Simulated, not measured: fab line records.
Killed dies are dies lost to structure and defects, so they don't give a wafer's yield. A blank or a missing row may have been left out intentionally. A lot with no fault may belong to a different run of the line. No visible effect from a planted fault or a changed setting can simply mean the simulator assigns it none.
Check of tool commonality || flow gf180mcu || 12 lots and 36 wafers in the sample

## REASON FOR OPENING
2 of 12 lots carry a flag on the reading STI_CVD_03_THK at GF_STI_THK_MEAS_04. No-fault wafers: 205.7 nm, standard deviation 2.1.
Rule: a lot gets a flag if all its wafers with a number sit over 4 standard deviations from that mean, or if no wafer of it has a number. The rest of the lots are taken to be sound.

{"lot": "L672", "measured": "day 1 18:34", "on": "filmMetro-01", "STI_CVD_03_THK (nm), wafer by wafer": "205.6 206.3 205.8", "flag": ""}
{"lot": "L674", "measured": "day 2 04:34", "on": "filmMetro-03", "STI_CVD_03_THK (nm), wafer by wafer": "207.7 206.0 207.5", "flag": ""}
{"lot": "L675", "measured": "day 2 10:05", "on": "filmMetro-04", "STI_CVD_03_THK (nm), wafer by wafer": "202.7 205.2 205.4", "flag": ""}
{"lot": "L677", "measured": "day 2 22:31", "on": "filmMetro-03", "STI_CVD_03_THK (nm), wafer by wafer": "204.8 205.5 208.1", "flag": ""}
{"lot": "L678", "measured": "day 3 01:47", "on": "filmMetro-04", "STI_CVD_03_THK (nm), wafer by wafer": "204.7 204.4 205.0", "flag": ""}
{"lot": "L680", "measured": "day 3 10:35", "on": "filmMetro-03", "STI_CVD_03_THK (nm), wafer by wafer": "203.3 203.3 204.2", "flag": ""}
{"lot": "L682", "measured": "day 3 20:34", "on": "filmMetro-04", "STI_CVD_03_THK (nm), wafer by wafer": "204.3 204.3 205.2", "flag": ""}
{"lot": "L685", "measured": "day 4 13:43", "on": "filmMetro-03", "STI_CVD_03_THK (nm), wafer by wafer": "150.0 151.3 151.5", "flag": "FLAGGED"}
{"lot": "L687", "measured": "day 5 00:00", "on": "filmMetro-04", "STI_CVD_03_THK (nm), wafer by wafer": "149.9 149.7 151.0", "flag": "FLAGGED"}
{"lot": "L688", "measured": "day 5 04:13", "on": "filmMetro-01", "STI_CVD_03_THK (nm), wafer by wafer": "206.8 207.2 205.8", "flag": ""}
{"lot": "L689", "measured": "day 5 07:34", "on": "filmMetro-01", "STI_CVD_03_THK (nm), wafer by wafer": "208.5 207.9 206.0", "flag": ""}
{"lot": "L694", "measured": "day 6 09:29", "on": "filmMetro-01", "STI_CVD_03_THK (nm), wafer by wafer": "206.1 206.9 207.3", "flag": ""}
On average the flagged lots' numbers are 150.6 nm, which is -55.1 nm against the usual, or -26 standard deviations.

## WHICH TOOL EACH LOT WENT THROUGH
The record keeps 1 process step preceding the reading, out of 602 steps on the route. Each cell gives the tool, then ch followed by the chambers the sampled wafers passed through, then the start.
{"lot": "L672", "flag": "", "GF_STI_CVD_03": "lpcvd-01 ch 0, day 1 16:34"}
{"lot": "L674", "flag": "", "GF_STI_CVD_03": "lpcvd-01 ch 0, day 2 02:34"}
{"lot": "L675", "flag": "", "GF_STI_CVD_03": "lpcvd-01 ch 0, day 2 08:05"}
{"lot": "L677", "flag": "", "GF_STI_CVD_03": "lpcvd-01 ch 1, day 2 20:32"}
{"lot": "L678", "flag": "", "GF_STI_CVD_03": "lpcvd-02 ch 0, day 2 23:47"}
{"lot": "L680", "flag": "", "GF_STI_CVD_03": "lpcvd-01 ch 1, day 3 08:34"}
{"lot": "L682", "flag": "", "GF_STI_CVD_03": "lpcvd-01 ch 0, day 3 18:34"}
{"lot": "L685", "flag": "FLAGGED", "GF_STI_CVD_03": "lpcvd-01 ch 0, day 4 11:44"}
{"lot": "L687", "flag": "FLAGGED", "GF_STI_CVD_03": "lpcvd-01 ch 1, day 4 21:59"}
{"lot": "L688", "flag": "", "GF_STI_CVD_03": "lpcvd-02 ch 1, day 5 02:14"}
{"lot": "L689", "flag": "", "GF_STI_CVD_03": "lpcvd-02 ch 1, day 5 05:34"}
{"lot": "L694", "flag": "", "GF_STI_CVD_03": "lpcvd-02 ch 1, day 6 07:30"}
What is done by these steps:
- GF_STI_CVD_03: deposits Si3N4 from DCS/NH3, target thk 207.16 nm, time 3551 s.
- GF_STI_THK_MEAS_04

## FLAGGED AGAINST TOTAL, ONE TOOL AT A TIME (gauges that did the reading follow at the end)
{"step": "GF_STI_CVD_03", "tool": "lpcvd-01", "lots run": 8, "flagged": 2, "share of the flagged lots": "all", "sound lots run after its first flagged lot": 0}
{"step": "GF_STI_CVD_03", "tool": "lpcvd-02", "lots run": 4, "flagged": 0, "share of the flagged lots": "none", "sound lots run after its first flagged lot": "-"}
{"step": "GF_STI_THK_MEAS_04", "tool": "filmMetro-01", "lots run": 4, "flagged": 0, "share of the flagged lots": "none", "sound lots run after its first flagged lot": "-"}
{"step": "GF_STI_THK_MEAS_04", "tool": "filmMetro-03", "lots run": 4, "flagged": 1, "share of the flagged lots": "some", "sound lots run after its first flagged lot": 0}
{"step": "GF_STI_THK_MEAS_04", "tool": "filmMetro-04", "lots run": 4, "flagged": 1, "share of the flagged lots": "some", "sound lots run after its first flagged lot": 0}

## THE TABLE: WHAT IT ALLOWS
All flagged lots share 1 row of the table, namely lpcvd-01 at GF_STI_CVD_03.
- lpcvd-01 at GF_STI_CVD_03: 2 of its 8 lots flagged. A fault beginning between L682 (day 3 18:34), its last sound lot, and L685 (day 4 11:44), its first flagged one, fits the data.
Left over: one tool, lpcvd-01 at GF_STI_CVD_03.

## WHAT THE SIMULATOR HAD INSERTED
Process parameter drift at GF_STI_CVD_03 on lpcvd-01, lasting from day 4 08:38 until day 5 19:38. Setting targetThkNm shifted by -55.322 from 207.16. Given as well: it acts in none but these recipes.
Struck lots among those shown: L685, L687. The same result came from the rule above.
